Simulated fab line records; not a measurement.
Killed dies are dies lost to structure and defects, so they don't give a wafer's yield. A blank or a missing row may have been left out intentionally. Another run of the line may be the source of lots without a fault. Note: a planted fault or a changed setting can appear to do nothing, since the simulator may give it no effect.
fab line records	flow sky130
record lots=13	wafers=39	lastDay=50
route steps=708 shown LOCAL_INTERCONNECT@400 VIA3@593 METAL4@629 PAD_OPEN@708
lots untouched by any fault: they come from a run of this same line in which no faults occurred
startH: hours from the record's first day to the start of the lot's first wafer shown	waitH: how many hours have passed since the lot's step before this one	" same as the row above	L1.1+2: a single row standing in for several wafers	- no value, or no start was given	* or withheld: withheld	< > ~ a bound
route shown NAME@n: a module of which the file shows steps, and the number in the route of the first	usual: average and standard deviation across the fault-free wafers	same: alike in all rows	chamber/n: place in a boat	sites: each site's reading	_std_site: the values' standard deviation	_edge_site: inner sites' mean taken away from outer sites' mean	radiusMm: how far each site lies from the wafer's centre	mask NAME#n: copy n	behind: the last tool/chamber to shape the wafer	hold: cause of the lot's hold/its duration in hours/its outcome	device: whichever transistor did not switch (one of n, p or np)	end of line: tests of these same wafers at the route's end	step lacking rows: just its recipe	killed: the dies lost at the first sort to structure and to defects; this is not the yield of the wafer	map: a wafer's dies, marking killed ones x, the rest . and places with no die _
set.NAME: the setting that was run; set.NAME@STEP: the one run at that earlier step	model.NAME: the simulator's own value behind a step, which no gauge read
one table for each step of the route and one row for each wafer, over a sample of lots
services: from which hour (startH, from the record's first day; less than 0 if before it) a tool's chamber was out of use, for how many hours, and why
## steps
# step SKY_LOCAL_INTERCONNECT_ETCH_13
# recipe chemistry=N2/H2	target=BARC	ionEnergyEv=200	biasW=100	pressureMtorr=30	n2FlowSccm=100	h2FlowSccm=200	icpW=500	stopOn=SiO2	timeS=45.9	targetDepthA=600
# usual biasW=100.07/0.3	drypumpMotorCurrentA=6.14/0.23	n2FlowSccm=100.02/0.29	oesProductAu=0.855/0.005	throttleValvePct=13.224/0.009
# same timeS=45.9
lot.wafer	tool	chamber	startH	waitH	biasW	drypumpMotorCurrentA	n2FlowSccm	oesProductAu	rfHoursCounterH	throttleValvePct
L121.1	rieMetal-03	1	714.57	0.0	99.92	6.12	100.62	0.860	9	13.226
L121.4	"	0	"	"	99.72	6.22	99.41	0.859	-	13.231
L121.6	"	0	"	"	99.90	6.21	99.98	0.850	-	13.216
L122.4	rieMetal-03	0	719.98	0.0	99.80	6.20	99.96	0.853	-	13.234
L122.5	"	1	"	"	100.30	6.13	100.16	0.857	-	13.229
L122.6	"	0	"	"	99.82	6.22	100.16	0.854	-	13.233
L123.1	rieMetal-04	1	724.77	0.0	99.85	6.33	100.25	0.857	4	13.232
L123.4	"	1	"	"	100.26	6.31	100.32	0.856	-	13.238
L123.6	"	1	"	"	99.95	6.32	100.64	0.853	-	13.214
L124.2	rieMetal-03	1	735.02	0.0	100.27	6.10	99.96	0.852	9	13.228
L124.3	"	0	"	"	100.23	6.20	99.82	0.867	-	13.213
L124.5	"	1	"	"	100.33	6.14	100.02	0.849	-	13.237
L128.1	rieMetal-04	0	776.85	0.0	99.77	5.86	99.80	0.855	14	13.223
L128.2	"	1	"	"	100.11	6.31	99.84	0.855	5	13.223
L128.6	"	1	"	"	100.35	6.32	100.35	0.862	-	13.224
L131.2	rieMetal-04	0	794.17	0.0	99.96	5.88	99.60	0.857	14	13.218
L131.3	"	1	"	"	99.81	6.33	100.26	0.850	-	13.222
L131.4	"	0	"	"	100.10	5.85	99.47	0.860	-	13.235
L133.1	rieMetal-04	1	806.87	0.0	100.35	6.33	100.24	0.855	6	13.244
L133.4	"	1	"	"	100.00	6.34	99.75	0.847	-	13.228
L133.5	"	1	"	"	99.96	6.34	100.18	0.857	-	13.220
L134.1	rieMetal-03	1	814.12	0.0	100.04	6.11	100.38	0.849	13	13.232
L134.2	"	0	"	"	100.13	6.21	99.67	0.861	16	13.220
L134.5	"	1	"	"	100.57	6.15	99.97	0.860	-	13.229
L135.2	rieMetal-03	0	826.42	0.0	100.53	6.19	99.90	0.856	17	13.230
L135.3	"	0	"	"	100.15	6.21	99.75	0.852	-	13.217
L135.6	"	1	"	"	99.70	6.12	100.24	0.861	-	13.217
L137.2	rieMetal-02	1	847.57	0.0	100.13	6.37	99.81	0.849	0	13.221
L137.4	"	0	"	"	100.30	5.65	99.97	0.856	-	13.225
L137.6	"	0	"	"	100.27	5.66	99.12	0.858	-	13.229
L138.1	rieMetal-02	0	854.12	0.0	100.57	5.66	99.90	0.855	5	13.221
L138.3	"	0	"	"	100.17	5.61	100.29	0.858	-	13.229
L138.5	"	0	"	"	100.40	5.65	99.98	0.857	-	13.213
L143.1	rieMetal-03	1	881.92	0.0	99.99	6.14	99.81	0.847	16	13.221
L143.2	"	0	"	"	99.97	6.21	100.52	0.849	0	13.221
L143.5	"	1	"	"	100.25	6.09	99.94	0.858	-	13.235
L144.2	rieMetal-02	1	884.78	0.0	99.76	6.37	100.09	0.851	-	13.225
L144.4	"	1	"	"	100.32	6.38	99.59	0.855	-	13.232
L144.5	"	1	"	"	100.42	6.36	100.14	0.854	-	13.244
# step SKY_VIA3_SPUTTER_20
# recipe material=TiN	targetThkNm=20	chamberPressurePa=5	powerW=4000	timeS=80
# usual throttleValvePct=29.8/1
# same timeS=80
lot.wafer	tool	chamber	startH	waitH	throttleValvePct
L121.1	pvdSputter-04	-	936.75	0.0	29.9
L121.4	"	-	"	"	28.2
L121.6	"	-	"	"	29.4
L122.4	pvdSputter-04	-	944.04	0.0	29.6
L122.5	"	-	"	"	28.0
L122.6	"	-	"	"	29.9
L123.1	pvdSputter-02	-	947.45	0.0	32.0
L123.4	"	-	"	"	30.8
L123.6	"	-	"	"	29.7
L124.2	pvdSputter-03	-	956.82	0.0	29.5
L124.3	"	-	"	"	31.0
L124.5	"	-	"	"	30.7
L128.1	pvdSputter-03	-	995.47	0.0	30.9
L128.2	"	-	"	"	31.0
L128.6	"	-	"	"	30.7
L131.2	pvdSputter-03	-	1009.69	0.0	30.9
L131.3	"	-	"	"	31.0
L131.4	"	-	"	"	30.6
L133.1	pvdSputter-04	-	1020.28	0.0	29.1
L133.4	"	-	"	"	28.3
L133.5	"	-	"	"	29.9
L134.1	pvdSputter-03	-	1025.49	0.0	30.5
L134.2	"	-	"	"	29.5
L134.5	"	-	"	"	31.1
L135.2	pvdSputter-03	-	1035.66	0.0	30.9
L135.3	"	-	"	"	31.0
L135.6	"	-	"	"	30.7
L137.2	pvdSputter-03	-	1054.07	0.0	29.5
L137.4	"	-	"	"	30.8
L137.6	"	-	"	"	29.0
L138.1	pvdSputter-02	-	1061.48	0.0	32.0
L138.3	"	-	"	"	27.8
L138.5	"	-	"	"	27.6
L143.1	pvdSputter-04	-	1083.89	0.0	28.4
L143.2	"	-	"	"	29.9
L143.5	"	-	"	"	29.7
L144.2	pvdSputter-03	-	1088.46	0.0	29.1
L144.4	"	-	"	"	29.5
L144.5	"	-	"	"	30.8
# step SKY_VIA3_THK_MEAS_23
# recipe thkMeasGauge=xrf	reads=W_of_VIA3_CVD_21
# usual VIA3_W_THK=404/4.4
lot.wafer	tool	chamber	startH	waitH	VIA3_W_THK[nm]
L121.1	filmMetro-01	-	937.06	0.1	406
L121.4	"	-	"	"	406
L121.6	"	-	"	"	403
L122.4	filmMetro-03	-	944.37	0.1	404
L122.5	"	-	"	"	399
L122.6	"	-	"	"	399
L123.1	filmMetro-02	-	947.75	0.1	402
L123.4	"	-	"	"	402
L123.6	"	-	"	"	400
L124.2	filmMetro-02	-	957.14	0.1	399
L124.3	"	-	"	"	402
L124.5	"	-	"	"	408
L128.1	filmMetro-03	-	995.77	0.1	404
L128.2	"	-	"	"	397
L128.6	"	-	"	"	402
L131.2	filmMetro-02	-	1010.00	0.1	411
L131.3	"	-	"	"	407
L131.4	"	-	"	"	408
L133.1	filmMetro-01	-	1020.58	0.1	404
L133.4	"	-	"	"	403
L133.5	"	-	"	"	408
L134.1	filmMetro-01	-	1025.82	0.1	404
L134.2	"	-	"	"	402
L134.5	"	-	"	"	405
L135.2	filmMetro-02	-	1035.97	0.1	412
L135.3	"	-	"	"	407
L135.6	"	-	"	"	407
L137.2	filmMetro-03	-	1054.39	0.1	405
L137.4	"	-	"	"	412
L137.6	"	-	"	"	401
L138.1	filmMetro-01	-	1061.78	0.1	405
L138.3	"	-	"	"	401
L138.5	"	-	"	"	405
L143.1	filmMetro-02	-	1084.19	0.1	412
L143.2	"	-	"	"	413
L143.5	"	-	"	"	409
L144.2	filmMetro-02	-	1088.78	0.1	410
L144.4	"	-	"	"	406
L144.5	"	-	"	"	408
# step SKY_METAL4_CD_MEAS_13
# recipe targetCdNm=300
# usual cdNm=300.5/1.2
lot.wafer	tool	chamber	startH	waitH	cdNm
L121.1	cdSem-01	-	987.20	-	303.4
L121.4	"	-	"	"	301.4
L121.6	"	-	"	"	300.9
L122.4	cdSem-01	-	993.94	-	300.6
L122.5	"	-	"	"	299.8
L122.6	"	-	"	"	300.0
L123.1	cdSem-01	-	997.93	-	300.8
L123.4	"	-	"	"	300.3
L123.6	"	-	"	"	300.5
L124.2	cdSem-01	-	1005.52	-	301.4
L124.3	"	-	"	"	300.4
L124.5	"	-	"	"	300.4
L128.1	cdSem-02	-	1043.68	-	301.3
L128.2	"	-	"	"	301.1
L128.6	"	-	"	"	302.4
L131.2	cdSem-01	-	1056.75	-	301.6
L131.3	"	-	"	"	299.2
L131.4	"	-	"	"	299.7
L133.1	cdSem-02	-	1066.58	-	301.0
L133.4	"	-	"	"	302.0
L133.5	"	-	"	"	301.9
L134.1	cdSem-02	-	1072.98	-	301.9
L134.2	"	-	"	"	299.9
L134.5	"	-	"	"	300.5
L135.2	cdSem-02	-	1081.72	-	301.9
L135.3	"	-	"	"	300.8
L135.6	"	-	"	"	299.9
L137.2	cdSem-02	-	1098.02	-	300.4
L137.4	"	-	"	"	300.6
L137.6	"	-	"	"	301.2
L138.1	cdSem-01	-	1104.25	-	300.7
L138.3	"	-	"	"	301.4
L138.5	"	-	"	"	301.4
L143.1	cdSem-02	-	1125.38	-	300.4
L143.2	"	-	"	"	300.4
L143.5	"	-	"	"	300.9
L144.2	cdSem-01	-	1129.50	-	297.9
L144.4	"	-	"	"	299.9
L144.5	"	-	"	"	298.9
# step SKY_PAD_OPEN_PROBE_99
# usual killed_at_M0_to_M3=42/6.3	killed_at_M4_up=2.8/1.9	killedAtContacts=23/5.3	killedAtFrontEnd=16/4.3	killedAtOther=0.2/0.51	killedDies=84/9.3	killedOpen=46/7.6	killedShort=38/6.3
# same grossDies=492	killedAtBackSide=0
lot.wafer	tool	chamber	startH	waitH	killed_at_M0_to_M3	killed_at_M4_up	killedAtContacts	killedAtFrontEnd	killedAtOther	killedDies	killedOpen	killedShort
L133.1	prober-01	-	1151.84	0.1	46	0	50	12	0	108	51	26
L133.4	prober-01	-	1151.99	0.2	41	3	54	19	0	117	53	40
L133.5	prober-01	-	1152.04	0.2	29	5	47	13	0	94	36	30
L131.2	prober-01	-	1176.62	0.1	34	5	87	15	0	141	41	40
L131.3	prober-01	-	1176.67	0.2	45	4	48	17	1	115	43	43
L131.4	prober-01	-	1176.72	0.2	33	2	82	12	0	129	38	33
# killed by level:class
L133.1 LOCAL_INTERCONNECT:unspecified=31 VIA3:geometricParticle:open=9 VIA2:geometricParticle:open=9 LI_CONTACT:geometricParticle:open=8 VIA1:geometricParticle:open=8 CONTACT:geometricParticle:open=5 METAL1:geometricParticle:short=5 METAL2:geometricParticle:short=5
L133.4 LOCAL_INTERCONNECT:unspecified=24 VIA1:geometricParticle:open=10 LI_CONTACT:geometricParticle:open=9 VIA3:geometricParticle:open=8 CONTACT:geometricParticle:open=7 METAL1:geometricParticle:short=6 FIELD_ISO:geometricParticle:short=5 POLY_GATE:geometricParticle:short=5
L133.5 LOCAL_INTERCONNECT:unspecified=28 CONTACT:geometricParticle:open=8 FIELD_ISO:geometricParticle:short=7 LI_CONTACT:geometricParticle:open=7 METAL1:geometricParticle:short=6 VIA1:geometricParticle:short=6 VIA2:geometricParticle:open=6 VIA1:geometricParticle:open=3
L131.2 LOCAL_INTERCONNECT:unspecified=60 CONTACT:geometricParticle:open=9 VIA1:geometricParticle:open=7 VIA2:geometricParticle:open=7 POLY_GATE:geometricParticle:open=6 CONTACT:geometricParticle:short=6 FIELD_ISO:geometricParticle:short=5 LI_CONTACT:geometricParticle:open=5
L131.3 LOCAL_INTERCONNECT:unspecified=29 VIA1:geometricParticle:open=9 CONTACT:geometricParticle:open=8 CONTACT:geometricParticle:short=8 METAL1:geometricParticle:short=7 VIA3:geometricParticle:open=7 METAL2:geometricParticle:short=6 VIA2:geometricParticle:open=5
L131.4 LOCAL_INTERCONNECT:unspecified=58 CONTACT:geometricParticle:open=9 VIA1:geometricParticle:open=8 LI_CONTACT:geometricParticle:open=6 METAL2:geometricParticle:short=6 VIA2:geometricParticle:open=5 FIELD_ISO:geometricParticle:open=4 LOCAL_INTERCONNECT:geometricParticle:short=4
## services
tool	chamber	startH	hours	kind
pvdSputter-03	-	692.52	4.3	repair
rieMetal-04	0	714.98	18.0	repair
rieMetal-03	-	741.63	1.0	repair
pvdSputter-04	-	763.74	1.4	repair
pvdSputter-03	-	764.84	11.0	repair
pvdSputter-04	-	792.07	0.6	repair
rieMetal-04	0	800.38	23.9	repair
rieMetal-03	-	805.44	0.8	repair
rieMetal-04	-	865.16	1.4	pm
rieMetal-03	-	867.09	0.2	repair
rieMetal-02	0	880.09	9.9	repair
rieMetal-04	-	897.11	2.8	pm
rieMetal-04	1	936.01	13.9	repair
pvdSputter-03	-	945.22	2.5	repair
pvdSputter-03	-	946.85	3.5	repair
rieMetal-03	-	948.42	2.8	pm
rieMetal-04	1	982.30	14.9	repair
rieMetal-02	1	982.77	17.3	repair
pvdSputter-02	-	993.35	5.5	repair
pvdSputter-03	-	995.67	5.6	repair
pvdSputter-02	-	1015.64	4.9	repair
rieMetal-02	0	1023.90	9.1	repair
rieMetal-04	0	1045.44	15.5	repair
pvdSputter-02	-	1048.61	1.5	repair
## key
firstSign step=SKY_PAD_OPEN_PROBE_99	reading=killedAtContacts	direction=up	sigmas=7.2	usual=23	struck=61
effect step=SKY_PAD_OPEN_PROBE_99	reading=killedDies	direction=up	sigmas=3.6	usual=84	struck=117	wafersMoved=5
metAt SKY_LOCAL_INTERCONNECT_ETCH_13
struckLots L131,L133
testerLeftOut L131,L133
notActingAt SKY_VIA3_SPUTTER_20,SKY_VIA3_THK_MEAS_23,SKY_METAL4_CD_MEAS_13
onsetBetween 776.85 794.17
fault kind=chamberParticleSource	tool=rieMetal-04	chamber=-	onsetH=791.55	steps=SKY_LOCAL_INTERCONNECT_ETCH_13	ratePerVisitCm2=1.0663	endH=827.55
# testerLeftOut: of these lots the tester's yield and bins aren't shown, on N5 and GAA mostly nor the transistor test; their killed dies are dies lost to structure and defects alone, not to doping, threshold or leakage, so they don't give the yield
